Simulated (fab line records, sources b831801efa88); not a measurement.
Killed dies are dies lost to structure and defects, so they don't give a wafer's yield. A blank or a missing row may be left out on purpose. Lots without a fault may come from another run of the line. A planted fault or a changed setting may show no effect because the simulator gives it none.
fab line records | flow sky130
record lots=6 wafers=18 last_day=51
route steps=708 shown GATE_OXIDE@191 POLY_GATE@204 PAD_OPEN@708
lots that met no fault: from a run of the same line without faults
start_h: hours from the record's first day to the start of the lot's first wafer shown | wait_h: hours since the lot's step before | " the same as in the row above | L1.1+2: a row that stands for several wafers | - no value, or no start given | * or withheld: withheld | < > ~ a bound
route shown NAME@n: a module of which the file shows steps, and the number in the route of the first | usual: mean/standard deviation of fault-free wafers | same: alike in all rows | chamber/n: place in a boat | sites: the reading at each site | _std_site: their standard deviation | _edge_site: outer sites' mean less inner sites' | radius_mm: how far each site lies from the wafer's centre | mask NAME#n: copy n | behind: the tool/chamber that last shaped the wafer | hold: why the lot was held/for how many hours/how that ended | device: the transistor (n, p or np) that didn't switch | end of line: the same wafers' tests at the end of the route | a step without rows: its recipe alone | killed: dies lost to structure and defects at the first sort, not the wafer's yield | map: a wafer's dies, x killed, . not, _ none there
set.NAME: the setting as run; set.NAME@STEP: as run at that earlier step | model.NAME: the simulator's own value behind a step, which no gauge read
lots at some steps of the route; a table a step, a row a wafer
services: from which hour (start_h, from the record's first day; less than 0 if before it) a tool's chamber was out of use, for how many hours, and why
## steps
# step SKY_GATE_OXIDE_HMDS_04
# recipe prime_time_s=60 prime_temp_c=120
# step SKY_GATE_OXIDE_COAT_05
# recipe resist=NOVOLAK spin_rpm=3000 resist_thk_nm=1140
# step SKY_GATE_OXIDE_SOFTBAKE_06
# recipe temp_c=90 time_s=60 resist=NOVOLAK
# step SKY_GATE_OXIDE_EXPOSE_07
# recipe mask_id=LVOM na=0.6 source_shape=conventional sigma_outer=0.6 polarization=unpolarized target_cd_nm=600 dose_mj=170
# step SKY_GATE_OXIDE_PEB_08
# recipe temp_c=withheld time_s=* resist=NOVOLAK
# step SKY_GATE_OXIDE_DEVELOP_09
# recipe resist=NOVOLAK developer=TMAH develop_time_s=60 dev_temp_c=23
# step SKY_GATE_OXIDE_OVL_MEAS_10
# usual GATE_OXIDE_OVL=1.1/1.3
# columns lot.wafer tool chamber start_h wait_h GATE_OXIDE_OVL[nm]
L874.2 overlay-02 - 339.98 0.1 -0.3
L874.3 " - " " 2.5
L874.5 " - " " 0.4
L880.2 overlay-02 - 385.98 0.1 2.1
L880.5 " - " " 1.9
L880.6 " - " " 1.5
L879.1 overlay-02 - 386.09 0.1 3.0
L879.2 " - " " 0.8
L879.4 " - " " 1.4
L891.2 overlay-02 - 479.83 0.1 -1.1
L891.5 " - " " 1.8
L891.6 " - " " 2.4
L894.1 overlay-02 - 510.09 0.1 1.1
L894.2 " - " " 2.1
L894.3 " - " " 2.1
L895.2 overlay-02 - 519.18 0.1 -2.5
L895.3 " - " " -0.4
L895.5 " - " " -1.2
# step SKY_GATE_OXIDE_IMPLANT_11
# recipe species=B energy_kev=10 dose_cm2=2.6e+12 tilt_deg=withheld
# step SKY_GATE_OXIDE_WET_ETCH_12
# recipe chemistry=dHF target_depth_nm=16.8 dry=n2_spin target=SiO2 dilution=100:1 temp_c=25 time_s=336
# step SKY_GATE_OXIDE_STRIP_13
# recipe chemistry=O2/N2 power_w=1400 pressure_mtorr=1500 platen_temp_c=withheld o2_flow_sccm=3000 n2_flow_sccm=300 overash_fraction=0.5
# usual drypump_motor_current_A=5.6/0.33 oes_product_au=0.715/0.0047 strip_time_to_endpoint_s=14.18/0.046
# columns lot.wafer tool chamber start_h wait_h drypump_motor_current_A oes_product_au rf_hours_counter_h strip_time_to_endpoint_s
L874.2 plasma_asher-03 1 340.26 0.0 6.4 0.718 51 14.17
L874.3 " 0 " " 5.4 0.717 - 14.23
L874.5 " 1 " " 6.4 0.717 - 14.18
L880.2 plasma_asher-02 1 386.26 0.0 5.4 0.727 68 14.18
L880.5 " 1 " " 5.4 0.718 - 14.22
L880.6 " 0 " " 5.4 0.715 - 14.25
L879.1 plasma_asher-04 0 386.38 0.0 5.5 0.715 70 14.17
L879.2 " 1 " " 5.6 0.717 70 14.16
L879.4 " 0 " " 5.5 0.712 - 14.17
L891.2 plasma_asher-03 0 480.11 0.0 5.3 0.723 62 14.16
L891.5 " 0 " " 5.3 0.719 - 14.17
L891.6 " 1 " " 6.4 0.719 - 14.21
L894.1 plasma_asher-02 0 510.38 0.0 5.4 0.721 7 14.18
L894.2 " 1 " " 5.4 0.716 7 14.20
L894.3 " 1 " " 5.4 0.714 - 14.21
L895.2 plasma_asher-02 1 519.46 0.0 5.4 0.707 8 14.23
L895.3 " 1 " " 5.4 0.715 - 14.23
L895.5 " 1 " " 5.4 0.713 - 14.25
# step SKY_GATE_OXIDE_TW_MEAS_14
# usual GATE_OXIDE_TW=225.3/2.2
# columns lot.wafer tool chamber start_h wait_h GATE_OXIDE_TW
L874.2 film_metro-01 - 340.37 0.1 221.5
L874.3 " - " " 221.0
L874.5 " - " " 220.7
L880.2 film_metro-01 - 386.37 0.1 220.1
L880.5 " - " " 221.6
L880.6 " - " " 220.2
L879.1 film_metro-04 - 386.48 0.1 226.2
L879.2 " - " " 227.2
L879.4 " - " " 225.5
L891.2 film_metro-03 - 480.22 0.1 225.9
L891.5 " - " " 226.3
L891.6 " - " " 225.3
L894.1 film_metro-03 - 510.48 0.1 224.5
L894.2 " - " " 225.0
L894.3 " - " " 225.2
L895.2 film_metro-04 - 519.57 0.1 224.1
L895.3 " - " " 223.6
L895.5 " - " " 225.5
# step SKY_GATE_OXIDE_CLEAN_15
# recipe chemistry=SC1/SC2 mix=1:4:20 temp_c=70 time_s=150 dry=n2_spin
# step SKY_GATE_OXIDE_OXIDATION_16
# recipe temp_c=800 ambient=O2 idle_temp_c=700 ramp_up_c_per_min=10 ramp_down_c_per_min=3 stabilise_s=600 purge_s=300 target_thk_a=35.7 ox_time_s=1915
# usual tube_center_temp_C_max=802.0/0.33
# same stabilise_s=600
# columns lot.wafer tool chamber start_h wait_h tube_center_temp_C_max
L874.2 furnace-02 0 341.63 1.2 801.8
L874.3 " 0 " " 801.6
L874.5 " 0 " " 801.9
L879.1 furnace-02 0 387.42 0.8 802.2
L879.2 " 0 " " 801.7
L879.4 " 0 " " 802.2
L879.1 furnace-01 0 389.31 0.3 801.8
L879.2 " 0 " " 801.9
L879.4 " 0 " " 801.7
L880.2 furnace-02 0 387.42 1.0 801.5
L880.5 " 0 " " 801.8
L880.6 " 0 " " 802.0
L880.2 furnace-01 0 389.31 0.3 802.2
L880.5 " 0 " " 801.8
L880.6 " 0 " " 801.8
L891.2 furnace-02 0 480.32 0.0 802.0
L891.5 " 0 " " 802.2
L891.6 " 0 " " 802.7
L894.1 furnace-01 0 511.29 0.7 802.4
L894.2 " 0 " " 802.0
L894.3 " 0 " " 802.8
L895.2 furnace-01 0 519.67 0.0 801.7
L895.3 " 0 " " 802.1
L895.5 " 0 " " 802.3
# step SKY_POLY_GATE_CVD_00
# recipe material=poly-Si target_thk_nm=180 temp_c=620 time_s=720 pressure_mtorr=200
# step SKY_PAD_OPEN_PROBE_99
# usual killed_at_M0_to_M3=43/6.6 killed_at_M4_up=3.1/1.9 killed_at_contacts=24/5.2 killed_at_front_end=16/4.5 killed_at_other=0.4/0.62 killed_dies=87/9 killed_open=48/7 killed_short=39/6.2
# same gross_dies=492 killed_at_back_side=0
# columns lot.wafer tool chamber start_h wait_h killed_at_M0_to_M3 killed_at_M4_up killed_at_contacts killed_at_front_end killed_at_other killed_dies killed_open killed_short model.etest.pfet_01v8.r_on_ohm_um model.etest.nfet_16v.r_on_ohm_um model.etest.pfet_16v.r_on_ohm_um model.etest.tip_sonos.rs_ohm_sq model.etest.nfet_01v8.r_on_ohm_um model.etest.pfet_g5v0d10v5.r_on_ohm_um model.etest.tip_p.rs_ohm_sq model.etest.nfet_01v8_lvt.drive_ua_um
L874.2 prober-02 - 1108.07 0.1 37 3 19 15 0 74 37 37 2823 1.386e+04 1.536e+04 2649 804.8 4644 6826 593.4
L874.3 prober-02 - 1108.12 0.2 46 5 17 18 0 86 37 49 2918 1.385e+04 1.485e+04 2642 843.9 4710 6817 562.1
L874.5 prober-02 - 1108.22 0.2 47 4 24 18 0 93 52 41 2835 1.391e+04 1.535e+04 2688 812.5 4636 6861 588
L879.1 prober-01 - 1140.95 0.1 38 4 23 10 1 76 36 40 3780 1.505e+04 1.568e+04 3253 1284 5054 7336 342.3
L879.2 prober-01 - 1141.00 0.1 47 3 27 19 0 96 64 32 3831 1.518e+04 1.558e+04 3266 1266 5133 7276 346.4
L879.4 prober-01 - 1141.10 0.2 42 2 27 18 1 90 47 43 3861 1.51e+04 1.589e+04 3196 1280 5128 7221 340.5
L880.2 prober-01 - 1143.21 0.1 47 4 23 17 0 91 52 39 3606 1.473e+04 1.552e+04 3175 1239 5078 7063 341.2
L880.5 prober-01 - 1143.36 0.2 45 1 25 25 1 97 53 43 3626 1.48e+04 1.573e+04 3124 1229 5075 7043 347.2
L880.6 prober-01 - 1143.41 0.2 37 5 26 25 1 94 53 41 3670 1.497e+04 1.575e+04 3188 1250 5143 7070 343.4
L891.2 prober-02 - 1213.21 0.1 50 1 21 11 1 84 47 37 2857 1.404e+04 1.523e+04 2700 849.3 4761 6845 576.7
L891.5 prober-02 - 1213.36 0.2 55 3 14 8 0 80 51 29 2947 1.415e+04 1.551e+04 2718 849.9 4811 6832 567.4
L891.6 prober-02 - 1213.41 0.2 49 5 19 7 0 80 36 44 2845 1.404e+04 1.513e+04 2708 822.2 4747 6840 582.3
L894.1 prober-01 - 1216.11 0.1 38 4 27 18 1 88 51 37 2929 1.42e+04 1.51e+04 2712 851.2 4715 6846 562.3
L894.2 prober-01 - 1216.16 0.1 41 1 27 11 0 80 47 33 2929 1.42e+04 1.533e+04 2696 847.2 4674 6806 556.4
L894.3 prober-01 - 1216.21 0.2 43 2 26 16 1 88 47 41 2971 1.422e+04 1.472e+04 2715 875.6 4714 6835 546.2
L895.2 prober-01 - 1219.16 0.1 38 2 18 18 0 76 44 31 2876 1.415e+04 1.518e+04 2628 819 4736 6919 579.2
L895.3 prober-01 - 1219.21 0.2 53 3 27 18 0 101 52 49 2968 1.426e+04 1.522e+04 2670 828.7 4842 6873 587.3
L895.5 prober-01 - 1219.31 0.2 41 6 19 18 0 84 37 47 2941 1.427e+04 1.535e+04 2637 819.8 4813 6908 591.8
# killed by level:class
L874.2 VIA1:geometric_particle:open=8 CONTACT:geometric_particle:open=7 METAL2:geometric_particle:short=5 VIA1:geometric_particle:short=5 CONTACT:geometric_particle:short=5 VIA2:geometric_particle:short=5 FIELD_ISO:geometric_particle:open=4 VIA2:geometric_particle:open=4
L874.3 VIA1:geometric_particle:open=12 METAL2:geometric_particle:short=8 FIELD_ISO:geometric_particle:open=7 METAL1:geometric_particle:short=7 LOCAL_INTERCONNECT:geometric_particle:short=5 VIA1:geometric_particle:short=5 POLY_GATE:geometric_particle:short=4 LI_CONTACT:geometric_particle:short=4
L874.5 VIA1:geometric_particle:open=14 CONTACT:geometric_particle:open=8 VIA3:geometric_particle:open=7 POLY_GATE:geometric_particle:open=6 VIA1:geometric_particle:short=6 POLY_GATE:geometric_particle:short=5 LI_CONTACT:geometric_particle:open=5 METAL1:geometric_particle:short=5
L879.1 VIA1:geometric_particle:open=10 METAL1:geometric_particle:short=9 LOCAL_INTERCONNECT:geometric_particle:short=7 CONTACT:geometric_particle:open=7 LI_CONTACT:geometric_particle:open=4 VIA3:geometric_particle:open=4 FIELD_ISO:geometric_particle:short=3 CONTACT:geometric_particle:short=3
L879.2 VIA3:geometric_particle:open=11 LI_CONTACT:geometric_particle:open=9 CONTACT:geometric_particle:open=8 VIA1:geometric_particle:open=8 VIA2:geometric_particle:open=7 METAL2:geometric_particle:short=6 FIELD_ISO:geometric_particle:open=5 POLY_GATE:geometric_particle:open=5
L879.4 CONTACT:geometric_particle:open=16 VIA1:geometric_particle:open=11 METAL2:geometric_particle:short=7 METAL1:geometric_particle:short=7 FIELD_ISO:geometric_particle:short=6 LI_CONTACT:geometric_particle:open=5 FIELD_ISO:geometric_particle:open=4 POLY_GATE:geometric_particle:open=4
L880.2 VIA1:geometric_particle:open=12 CONTACT:geometric_particle:open=7 VIA2:geometric_particle:open=7 FIELD_ISO:geometric_particle:short=6 FIELD_ISO:geometric_particle:open=5 LI_CONTACT:geometric_particle:open=5 VIA2:geometric_particle:short=5 METAL2:geometric_particle:short=5
L880.5 FIELD_ISO:geometric_particle:open=8 VIA1:geometric_particle:open=8 CONTACT:geometric_particle:open=7 VIA2:geometric_particle:open=7 LI_CONTACT:geometric_particle:open=6 LOCAL_INTERCONNECT:geometric_particle:short=6 CONTACT:geometric_particle:short=6 VIA3:geometric_particle:open=5
L880.6 CONTACT:geometric_particle:open=10 VIA1:geometric_particle:open=9 LI_CONTACT:geometric_particle:open=9 FIELD_ISO:geometric_particle:open=8 POLY_GATE:geometric_particle:short=5 POLY_GATE:geometric_particle:open=5 CONTACT:geometric_particle:short=5 METAL2:geometric_particle:short=5
L891.2 VIA1:geometric_particle:open=16 VIA1:geometric_particle:short=11 CONTACT:geometric_particle:open=10 POLY_GATE:geometric_particle:open=5 VIA3:geometric_particle:open=5 FIELD_ISO:geometric_particle:short=4 LI_CONTACT:geometric_particle:open=4 LI_CONTACT:geometric_particle:short=4
L891.5 VIA1:geometric_particle:open=15 VIA3:geometric_particle:open=9 CONTACT:geometric_particle:open=8 METAL2:geometric_particle:short=8 VIA2:geometric_particle:open=8 METAL1:geometric_particle:short=5 FIELD_ISO:geometric_particle:short=4 METAL2:geometric_particle:open=3
L891.6 VIA2:geometric_particle:open=7 VIA3:geometric_particle:open=7 CONTACT:geometric_particle:open=6 VIA1:geometric_particle:open=6 VIA1:geometric_particle:short=6 VIA3:geometric_particle:short=5 METAL1:geometric_particle:short=5 METAL2:geometric_particle:short=5
L894.1 VIA1:geometric_particle:open=9 CONTACT:geometric_particle:open=8 LI_CONTACT:geometric_particle:open=7 VIA2:geometric_particle:open=7 FIELD_ISO:geometric_particle:open=6 LI_CONTACT:geometric_particle:short=6 POLY_GATE:geometric_particle:short=5 VIA1:geometric_particle:short=5
L894.2 LI_CONTACT:geometric_particle:short=11 VIA3:geometric_particle:open=10 CONTACT:geometric_particle:open=8 VIA2:geometric_particle:open=6 VIA1:geometric_particle:open=5 FIELD_ISO:geometric_particle:open=4 LI_CONTACT:geometric_particle:open=4 METAL1:geometric_particle:short=3
L894.3 VIA1:geometric_particle:open=11 LI_CONTACT:geometric_particle:open=8 CONTACT:geometric_particle:open=8 METAL1:geometric_particle:short=6 FIELD_ISO:geometric_particle:open=5 LI_CONTACT:geometric_particle:short=4 METAL2:geometric_particle:short=4 VIA1:geometric_particle:short=4
L895.2 VIA1:geometric_particle:open=11 LI_CONTACT:geometric_particle:open=9 VIA2:geometric_particle:open=8 FIELD_ISO:geometric_particle:short=5 POLY_GATE:geometric_particle:short=5 METAL2:geometric_particle:short=4 VIA1:geometric_particle:short=4 LOCAL_INTERCONNECT:geometric_particle:short=3
L895.3 CONTACT:geometric_particle:open=10 METAL2:geometric_particle:short=9 VIA1:geometric_particle:open=8 VIA3:geometric_particle:open=8 VIA3:geometric_particle:short=7 LI_CONTACT:geometric_particle:open=5 METAL1:geometric_particle:short=5 VIA2:geometric_particle:open=5
L895.5 CONTACT:geometric_particle:open=8 VIA2:geometric_particle:open=7 VIA1:geometric_particle:open=6 CONTACT:geometric_particle:short=6 METAL1:geometric_particle:short=6 VIA3:geometric_particle:open=6 POLY_GATE:geometric_particle:short=5 POLY_GATE:geometric_particle:open=5
## services
# columns tool chamber start_h hours kind
plasma_asher-03 - 331.40 5.6 repair
plasma_asher-03 - 350.89 2.3 repair
furnace-01 - 365.99 3.8 pm
plasma_asher-03 - 376.49 15.3 repair
plasma_asher-03 - 406.62 11.4 repair
plasma_asher-02 - 421.25 9.0 pm
plasma_asher-02 0 421.25 9.0 vent_cycle
plasma_asher-02 1 421.25 9.0 vent_cycle
plasma_asher-02 - 430.25 2.8 pm
plasma_asher-02 0 430.25 - clean
plasma_asher-02 1 430.25 - clean
plasma_asher-02 - 433.00 4.3 pm
furnace-02 - 476.16 3.7 pm
furnace-01 - 483.89 3.0 pm
furnace-02 - 486.93 3.7 pm
plasma_asher-04 - 508.81 2.3 repair
## key
first_sign step=SKY_GATE_OXIDE_OXIDATION_16 reading=visit direction=added
effect none on later readings
model_effect step=SKY_PAD_OPEN_PROBE_99 value=etest.pfet_01v8.r_on_ohm_um without=2881 struck=3729
met_at SKY_GATE_OXIDE_OXIDATION_16
struck_wafers L879.1,L879.2,L879.4,L880.2,L880.5,L880.6
tester_left_out L879,L880
fault kind=repeated_step_whole tool=furnace-01,furnace-02 chamber=- onset_h=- steps=SKY_GATE_OXIDE_OXIDATION_16 times=1 scope=struck_lots_only
# tester_left_out: of these lots the tester's yield and bins aren't shown, on N5 and GAA mostly nor the transistor test; their killed dies are dies lost to structure and defects alone, not to doping, threshold or leakage, so they don't give the yield
